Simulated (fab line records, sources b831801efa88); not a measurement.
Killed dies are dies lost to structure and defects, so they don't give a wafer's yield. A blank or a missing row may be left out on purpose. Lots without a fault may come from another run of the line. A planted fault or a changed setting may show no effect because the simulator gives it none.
One fault seen from 2 desks | flow sky130 | each desk has only its own numbers; what lay behind them comes last

THE METROLOGY DESK
What the gauges read, lot by lot, whatever tool the lot ran on: means of the sampled wafers that have a number. A lot is out of limits, marked OUT, if its mean lies more than 4 standard deviations from the usual mean; the brackets give that distance.
Columns: A = LDD_LDN_OVL at SKY_LDD_LDN_OVL_MEAS_07, usual 0.6 nm
lot  | first seen here | A
L601 | day 23 11:58    | 0.9
L604 | day 24 15:22    | 1.6
L606 | day 25 05:47    | 0.1
L607 | day 25 15:40    | 0.5
L608 | day 26 06:56    | -0.8
L612 | day 27 14:46    | 0.0
L613 | day 27 15:58    | 1.3
L614 | day 28 03:43    | 1.4
L618 | day 29 12:57    | 1.9
L621 | day 30 10:55    | -0.4
L622 | day 30 21:39    | 1.4
L623 | day 31 00:47    | 0.6
This desk's finding: nothing out of limits on any of the 12 lots.

THE TOOL OWNER'S DESK: implanter-02
The tool's own readings at SKY_LDD_N_IMPLANT_14: means of the sampled wafers that have a number, for each lot that ran on this tool. A lot is out of limits, marked OUT, if its mean lies more than 4 standard deviations from the usual mean; the brackets give that distance.
Columns: A = dose_ions_cm2 at SKY_LDD_N_IMPLANT_14, usual 5e+12; B = faraday_current_uA at SKY_LDD_N_IMPLANT_14, usual 28.2; C = tilt_deg at SKY_LDD_N_IMPLANT_14, usual 30.006 degrees
lot  | first seen here | A                       | B              | C
L606 | day 20 03:01    | 5e+12                   | 28.2           | 29.982
L612 | day 22 11:27    | 7e+12 (+99 or more) OUT | 41.2 (+24) OUT | 29.977
L613 | day 22 14:20    | 7e+12 (+99 or more) OUT | 41.7 (+24) OUT | 30.033
L622 | day 25 23:35    | 5e+12                   | 28.6           | 30.017
This desk's finding: out of limits on L612, L613; first on L612, day 22 11:27 (dose_ions_cm2 at SKY_LDD_N_IMPLANT_14). In limits: L606, L622.

PUT TOGETHER
The tool owner's desk could have raised an alarm at day 22 11:27, on L612, L613.
The metrology desk saw nothing out of limits.
The metrology desk has L612, L613 on record, within its limits.
Of the lots named, all ran SKY_LDD_N_IMPLANT_14 on implanter-02.

WHAT THE SIMULATOR HAD PUT IN
Process parameter drift: implanter-02, from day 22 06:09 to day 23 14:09, at SKY_LDD_N_IMPLANT_14. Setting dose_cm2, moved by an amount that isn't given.
Lots struck among those shown: L612, L613.
Hours from the fault's start to each desk's first reading out of limits: the tool owner's desk, 5.
